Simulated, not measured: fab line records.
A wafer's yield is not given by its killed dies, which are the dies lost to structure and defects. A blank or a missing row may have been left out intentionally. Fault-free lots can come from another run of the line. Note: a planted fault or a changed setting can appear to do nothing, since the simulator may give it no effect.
Which tool was responsible?	flow sky130	Sampling: 11 lots, 33 wafers, 3 of 708 route steps

WHAT THE GAUGES SHOWED, per wafer
SKY_VIA1_THK_MEAS_23: measures by xrf.
lot	measured	on	VIA1_W_THK (nm)
L545	day 34 07:22	film_metro-04	269 268 268
L546	day 34 15:32	film_metro-04	267 267 268
L548	day 35 10:08	film_metro-03	270 267 269
L549	day 35 13:01	film_metro-03	270 264 267
L550	day 36 03:25	film_metro-04	266 269 265
L556	day 38 04:35	film_metro-03	274 274 270
L557	day 38 04:55	film_metro-04	266 267 264
L558	day 38 09:08	film_metro-04	262 268 269
L562	day 39 14:04	film_metro-02	267 268 262
L564	day 40 04:57	film_metro-04	262 264 270
L565	day 40 09:35	film_metro-03	274 272 269

SKY_METAL2_RS_MEAS_05: the measuring method here is four-point-probe.
lot	measured	on	METAL2_ALCU_RS (ohm/sq)
L545	day 34 07:52	film_metro-04	0.1295 0.1262 0.1280
L546	day 34 16:02	film_metro-01	0.1264 0.1261 0.1259
L548	day 35 10:38	film_metro-04	0.1289 0.1297 0.1288
L549	day 35 13:31	film_metro-04	0.1265 0.1250 0.1255
L550	day 36 03:56	film_metro-02	0.1254 0.1275 0.1273
L556	day 38 05:05	film_metro-01	0.1256 0.1267 0.1287
L557	day 38 05:26	film_metro-02	0.1257 0.1289 0.1264
L558	day 38 09:40	film_metro-02	0.1243 0.1274 0.1250
L562	day 39 14:34	film_metro-01	0.1299 0.1293 0.1262
L564	day 40 05:29	film_metro-01	0.1253 0.1244 0.1245
L565	day 40 10:05	film_metro-01	0.1263 0.1284 0.1259

TOOL THAT RAN EACH LOT (tool first, then ch and the chambers of the sampled wafers, then the start)
lot	SKY_METAL2_SPUTTER_01
L545	pvd_sputter-01, day 34 07:44
L546	pvd_sputter-02, day 34 15:55
L548	pvd_sputter-01, day 35 10:32
L549	pvd_sputter-04, day 35 13:23
L550	pvd_sputter-02, day 36 03:47
L556	pvd_sputter-01, day 38 04:58
L557	pvd_sputter-02, day 38 05:17
L558	pvd_sputter-02, day 38 09:30
L562	pvd_sputter-02, day 39 14:26
L564	pvd_sputter-04, day 40 05:18
L565	pvd_sputter-01, day 40 09:58
- SKY_METAL2_SPUTTER_01: material TiN, target thk 20 nm, time 16.7 s.

WHAT THE TOOLS THEMSELVES READ (means of the sampled wafers that have a number; where no wafer has one, the mark that the record gives instead)
SKY_METAL2_SPUTTER_01.
lot	tool	throttle_valve_pct (%)
L545	pvd_sputter-01	31.5
L546	pvd_sputter-02	30.5
L548	pvd_sputter-01	30.9
L549	pvd_sputter-04	29.6
L550	pvd_sputter-02	30.3
L556	pvd_sputter-01	31.8
L557	pvd_sputter-02	29.8
L558	pvd_sputter-02	29.4
L562	pvd_sputter-02	29.5
L564	pvd_sputter-04	29.8
L565	pvd_sputter-01	30.9

THE ANSWER, worked out from the rows above alone
Rule: the lots themselves supply what counts as usual. Put in order of their means at a reading, lots are off if they are a third of the lots or fewer, leave a main group of 4 or more, and stand apart from it by a gap of 3 or more times the standard deviation of the main group's means; of several such gaps the widest counts. If all means in a main group match to the digits the tables above print for the reading, that group is not used. Also off: a lot with no number at a reading for which 4 or more lots have one. The other lots that the step has rows for count as sound. After the gauges, taken in route order, come the tools' own readings; for these a lot's mean is taken, as printed above. At the first step where some lot is off, the reading lying furthest off is the one used; lots without a number count as furthest.
No lot is off at any reading shown: from this, nothing can be told.

WHAT THE SIMULATOR HAD INSERTED
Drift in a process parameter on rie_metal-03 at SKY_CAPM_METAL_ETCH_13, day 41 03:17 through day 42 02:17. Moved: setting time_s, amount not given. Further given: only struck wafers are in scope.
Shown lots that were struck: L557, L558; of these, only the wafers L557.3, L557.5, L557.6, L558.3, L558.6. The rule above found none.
